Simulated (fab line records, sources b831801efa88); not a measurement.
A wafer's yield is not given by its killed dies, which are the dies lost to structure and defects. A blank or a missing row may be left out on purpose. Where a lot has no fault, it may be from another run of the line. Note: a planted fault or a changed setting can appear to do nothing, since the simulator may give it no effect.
Which tool did it? -- flow gf180mcu -- 30 wafers from 10 lots sampled at 4 of the route's 602 steps

== WHAT THE GAUGES SHOWED, per wafer ==
GF_MIM_RS_MEAS_10: uses a four-point probe to measure.
lot,measured,on,MIM_ALCU_RS (ohm/sq)
L343,day 25 02:18,film metro-01,0.1631 0.1624 0.1643
L344,day 25 12:03,film metro-02,0.1615 0.1607 0.1612
L345,day 25 19:13,film metro-03,0.1616 0.1588 0.1607
L347,day 26 13:02,film metro-02,0.1557 0.1571 0.1565
L354,day 28 11:37,film metro-03,0.1640 0.1621 0.1623
L355,day 28 16:05,film metro-01,0.1681 0.1688 0.1638
L357,day 29 15:57,film metro-01,0.1631 0.1625 0.1615
L358,day 29 17:26,film metro-02,0.1585 0.1571 0.1577
L364,day 31 05:29,film metro-02,0.1580 0.1602 0.1598
L365,day 31 12:18,film metro-03,0.1623 0.1635 0.1645

GF_MIM_THK_MEAS_11: measures by xrf.
lot,measured,on,MIM_ALCU_THK (nm)
L343,day 25 02:24,film metro-01,198.6 198.5 196.4
L344,day 25 12:10,film metro-02,199.6 199.8 198.6
L345,day 25 19:20,film metro-03,198.2 202.4 199.6
L347,day 26 13:08,film metro-02,206.5 203.6 206.3
L354,day 28 11:44,film metro-03,195.2 196.9 197.6
L355,day 28 16:12,film metro-01,191.4 191.9 196.8
L357,day 29 16:03,film metro-01,195.9 197.4 198.6
L358,day 29 17:33,film metro-02,203.0 204.0 204.0
L364,day 31 05:36,film metro-02,202.9 199.6 200.8
L365,day 31 12:25,film metro-03,195.8 195.1 194.7

== WHICH TOOL RAN EACH LOT (tool, then ch and the chambers of the sampled wafers, then the start) ==
lot,GF_MIM_SPUTTER_04,GF_MIM_SPUTTER_08
L343,"pvd sputter-01, day 25 02:01","pvd sputter-04, day 25 02:12"
L344,"pvd sputter-04, day 25 11:49","pvd sputter-03, day 25 11:59"
L345,"pvd sputter-04, day 25 18:59","pvd sputter-03, day 25 19:10"
L347,"pvd sputter-04, day 26 12:46","pvd sputter-01, day 26 12:56"
L354,"pvd sputter-04, day 28 11:23","pvd sputter-03, day 28 11:34"
L355,"pvd sputter-01, day 28 15:51","pvd sputter-04, day 28 16:02"
L357,"pvd sputter-01, day 29 15:41","pvd sputter-03, day 29 15:52"
L358,"pvd sputter-03, day 29 17:12","pvd sputter-01, day 29 17:22"
L364,"pvd sputter-03, day 31 05:15","pvd sputter-01, day 31 05:26"
L365,"pvd sputter-01, day 31 12:03","pvd sputter-04, day 31 12:14"
- GF_MIM_SPUTTER_04: material TiN, target thk 50 nm, time 41.7 s.
- GF_MIM_SPUTTER_08: material AlCu, target thk 200 nm, time 10.6 s.

== AS READ BY THE TOOLS THEMSELVES (means over the sampled wafers that have a number; for cases with no such wafer, the mark the record gives instead) ==
GF_MIM_SPUTTER_04.
lot,tool,cathode dc power W (W),throttle valve pct (%)
L343,pvd sputter-01,6500.7,29.8
L344,pvd sputter-04,6500.1,29.4
L345,pvd sputter-04,6499.1,29.4
L347,pvd sputter-04,6500.9,28.9
L354,pvd sputter-04,6500.9,29.5
L355,pvd sputter-01,6499.5,30.8
L357,pvd sputter-01,6500.2,31.1
L358,pvd sputter-03,6500.1,29.9
L364,pvd sputter-03,6500.5,30.1
L365,pvd sputter-01,6500.1,29.9

GF_MIM_SPUTTER_08.
lot,tool,cathode dc power W (W),throttle valve pct (%)
L343,pvd sputter-04,10600,29.1
L344,pvd sputter-03,10599,30.1
L345,pvd sputter-03,10599,30.1
L347,pvd sputter-01,10602,31.2
L354,pvd sputter-03,10600,29.9
L355,pvd sputter-04,10600,29.1
L357,pvd sputter-03,10599,29.4
L358,pvd sputter-01,10601,29.9
L364,pvd sputter-01,10601,31.1
L365,pvd sputter-04,10602,29.3

== THE ANSWER, worked out from the rows above alone ==
Rule: what is usual is taken from the lots themselves. Put in order of their means at a reading, lots are off if they are a third of the lots or fewer, leave a main group of 4 or more, and stand apart from it by a gap of 3 or more times the standard deviation of the main group's means; of several such gaps the widest counts. A main group is skipped when, at the precision printed for the reading in the tables above, its means are all equal. Also off: a lot with no number at a reading for which 4 or more lots have one. Where the step has rows for the other lots, those lots are counted as sound. After the gauges, taken in route order, come the tools' own readings; for these a lot's mean is taken, as printed above. The first step at which some lot is off is used, and at that step the reading that is off furthest; a lot without a number counts as furthest.
No lot is off on any of the readings shown, so nothing can be concluded from this.

== WHAT THE SIMULATOR PUT IN ==
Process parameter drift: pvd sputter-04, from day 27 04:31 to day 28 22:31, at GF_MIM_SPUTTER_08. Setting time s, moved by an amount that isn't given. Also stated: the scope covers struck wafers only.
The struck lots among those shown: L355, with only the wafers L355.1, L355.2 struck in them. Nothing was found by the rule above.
